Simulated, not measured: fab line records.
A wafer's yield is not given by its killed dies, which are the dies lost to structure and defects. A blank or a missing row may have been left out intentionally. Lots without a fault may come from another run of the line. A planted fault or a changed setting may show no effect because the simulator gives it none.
A struck lot beside a sound one + flow sky130 + 18 out of 708 route steps
Sound: the wafers L116.2, L116.4, L116.5. The struck wafers were L123.1, L123.2, L123.4. The cause comes at the end.
Each step with rows lists, per side, the tool, then ch with its chambers, then its first start. Under that, the readings that differ: sound wafers + struck wafers + difference of the means + sigmas: that difference in standard deviations of wafers without a fault.
alike: same words and numbers on both sides, and readings whose means sit less than 2 such deviations apart. not compared: any withheld reading, any reading some wafer has no value for, any bound like >300 that may hide the same value, and any number with overlapping values for which the record gives no deviation.
A row with sigmas, a row that says differs or no value, or rows on one side alone: a step with any of these is where the two part. When numbers do not overlap yet have no deviation, they are printed without sigmas and do not part them. Lack of a reading on every wafer of one side parts them only where that side has two or more wafers.

first, 3 steps without rows for these wafers: SKY_VIA1_EXPOSE_09 (exposes mask VIM, target cd 150 nm); SKY_VIA1_PEB_10; SKY_VIA1_DEVELOP_11 (develop time 60 s).
SKY_VIA1_CD_MEAS_12: target cd 150 nm.
  struck on cd_sem-02, day 38 03:20; sound on cd_sem-02, day 35 15:13
  alike: cd_nm
SKY_VIA1_OVL_MEAS_13:
  struck on overlay-02, day 38 03:27; sound on overlay-02, day 35 15:19
  alike: VIA1_OVL
SKY_VIA1_ETCH_14: etches BARC in N2/H2, stops on SiO2, time 45.9 s, target depth 60 nm.
  sound on rie_diel-01 ch 0,1, day 35 15:21; struck on rie_diel-01 ch 0,2,3, day 38 03:29
  alike: drypump_motor_current_A, h2_flow_sccm, oes_product_au, throttle_valve_pct
  not compared: rf_hours_counter_h
SKY_VIA1_ETCH_15: etches SiO2 in C4F8/O2/Ar, stops on TiN, target depth 351 nm, time 54 s.
  sound on rie_diel-01 ch 0,1, day 35 15:23; struck on rie_diel-01 ch 0,2,3, day 38 03:32
  alike: oes_product_au
  not compared: rf_hours_counter_h
SKY_VIA1_STRIP_16: strips in O2/N2.
  sound on plasma_asher-01 ch 0,1, day 35 15:26; struck on plasma_asher-01 ch 0,1, day 38 03:34
  alike: drypump_motor_current_A, oes_product_au, strip_time_to_endpoint_s
  not compared: rf_hours_counter_h
then, 3 steps without rows for these wafers: SKY_VIA1_STRIP_17 (strips in post etch residue remover, time 1200 s); SKY_VIA1_CLEAN_18 (cleans in IPA, time 180 s); SKY_VIA1_CLEAN_19 (cleans in O3/DIW).
SKY_VIA1_SPUTTER_20: material TiN, target thk 20 nm, time 80 s.
  struck on pvd_sputter-03, day 38 04:10; sound on pvd_sputter-02, day 35 16:02
  alike: chamber_pressure_pa, throttle_valve_pct
SKY_VIA1_CVD_21: deposits W, target thk 270 nm, time 80.902 s.
  sound on cvd_w-01 ch 0,1, day 35 16:05; struck on cvd_w-02 ch 0,1, day 38 04:14
| reading                            | sound             | struck            | difference | sigmas      |
|------------------------------------|-------------------|-------------------|------------|-------------|
| chamber_pressure_Torr (Torr)       | 39.85 40.00 40.09 | 49.65 49.66 49.58 | +9.65      | +99 or more |
| model.W_of_VIA1_CVD_21.thk_nm (nm) | 274.3 270.1 271.6 | 297.9 301.7 302.2 | +28.6      |             |
  alike: heater_power_w
  not compared: since_wet_clean_h
SKY_VIA1_RS_MEAS_22: a four-point-probe measurement.
  struck on film_metro-03, day 38 04:19; sound on film_metro-02, day 35 16:12
| reading            | sound             | struck            | difference | sigmas |
|--------------------|-------------------|-------------------|------------|--------|
| VIA1_W_RS (ohm/sq) | 0.419 0.426 0.424 | 0.386 0.381 0.381 | -0.040     | -10    |
SKY_VIA1_THK_MEAS_23: measures by xrf.
  struck on film_metro-03, day 38 04:26; sound on film_metro-02, day 35 16:19
| reading         | sound       | struck      | difference | sigmas |
|-----------------|-------------|-------------|------------|--------|
| VIA1_W_THK (nm) | 282 278 278 | 308 310 311 | +30        | +10    |
SKY_VIA1_CMP_24: polishes, stops on SiO2, t overpolish 15 s, target thk 0 nm.
  sound on cmp-01 ch 2,3, day 35 16:22; struck on cmp-01 ch 1,2,3, day 38 04:30
| reading                 | sound             | struck            | difference | sigmas |
|-------------------------|-------------------|-------------------|------------|--------|
| head_pressure_psi (psi) | 3.513 3.505 3.515 | 3.499 3.491 3.492 | -0.017     | -2     |
| time_to_endpoint_s (s)  | 64.2 67.0 66.0    | 72.5 71.0 72.5    | +6.3       | +2     |
  alike: motor_current_A
SKY_METAL2_SPUTTER_00: material Ti, target thk 15 nm, time 10 s.
  struck on pvd_sputter-01, day 38 04:48; sound on pvd_sputter-01, day 35 16:40
  alike: chamber_pressure_pa, throttle_valve_pct
SKY_PAD_OPEN_PROBE_99:
  the record holds rows for the sound wafers here (prober-02, day 47 00:32) but none for the struck ones

== WHERE THEY PART ==
Earliest at SKY_VIA1_CVD_21; latest, in this record, at SKY_PAD_OPEN_PROBE_99.

WHY: what had been put in by the simulator
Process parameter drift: cvd_w-02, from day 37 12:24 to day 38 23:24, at SKY_VIA1_CVD_21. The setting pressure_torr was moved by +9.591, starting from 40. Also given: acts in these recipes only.
